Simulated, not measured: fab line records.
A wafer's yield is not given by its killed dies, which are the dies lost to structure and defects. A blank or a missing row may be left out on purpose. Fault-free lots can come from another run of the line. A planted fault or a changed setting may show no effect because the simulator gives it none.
8D (eight disciplines) problem report, filled in by code + flow sky130 + the parts of the form that need people (team, actions taken, sign-off) are left out

1. WHAT IS WRONG
developerTempC at SKY_PASSIVATION_DEVELOP_10 reads a mean of 23.93 C on 6 wafers of 2 lots; wafers without a fault read 23.00 C with a standard deviation of 0.11. That puts it +8.5 standard deviations away from the usual mean.
The step: develop time 60 s.
First seen on wafer L963.1, day 46 02:00, on lithoTrack-02. Wafers with a number at this step in the record: 33, from 11 lots. Rule for "out" (also "out of limits"): further than 4 standard deviations from the usual mean. The other wafers with a number count as sound.

2. WHAT IT IS, AND WHAT IT ISN'T
| question                    | is                     | is not                                                                                       |
|-----------------------------|------------------------|----------------------------------------------------------------------------------------------|
| which readings at this step | developerTempC         | resistLineTempC                                                                              |
| which lots                  | L963, L964             | L958, L960, L961, L962, L972, L974, L978, L979, L980                                         |
| which wafers of those lots  | all that have a number | -                                                                                            |
| read on which tools         | lithoTrack-02          | lithoTrack-01, lithoTrack-04                                                                 |
| when                        | from day 46 02:00      | up to then (12 sound wafers); but 15 sound wafers of L972, L974, L978, L979, L980 came after |

3. WHAT RULES OUT EACH SUSPECT
Counting: a tool at a process step up to the reading stays a suspect if it ran every lot that is out and no sound lot after the first of them.
- lithoTrack-02 at SKY_PASSIVATION_DEVELOP_10 (develop time 60 s): ruled out as a lasting fault. Following L963 (day 46 02:00), the first lot on it that is out, the sound lots L980, L979 were run on it.
Left after counting: nothing in the record.

4. THE CAUSE (what the simulator had put in)
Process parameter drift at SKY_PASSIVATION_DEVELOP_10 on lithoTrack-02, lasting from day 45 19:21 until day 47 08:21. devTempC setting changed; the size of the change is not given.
Counting ruled it out, wrongly.

5. THE CHAIN OF EFFECTS, in route order
Each row: a reading where the mean over the struck wafers with a number is more than 3 standard deviations away from the usual. Only readings for which the record gives a usual standard deviation are gone through. hours: the time from each lot's start at the first step in this table that gives one to its start at this step, as a median over the lots. sigmas: the change in usual standard deviations.
| hours | step                       | reading        | usual   | on struck wafers | change | sigmas |
|-------|----------------------------|----------------|---------|------------------|--------|--------|
| 0     | SKY_PASSIVATION_DEVELOP_10 | developerTempC | 23.00 C | 23.93            | +0.93  | +8.5   |
It contains these process steps:
- SKY_PASSIVATION_DEVELOP_10: develop time 60 s.

6. HOW IT WOULD HAVE BEEN CAUGHT EARLIER
In this record no reading fell out of limits until day 46 02:00, 7 hours after the fault had begun at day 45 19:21.
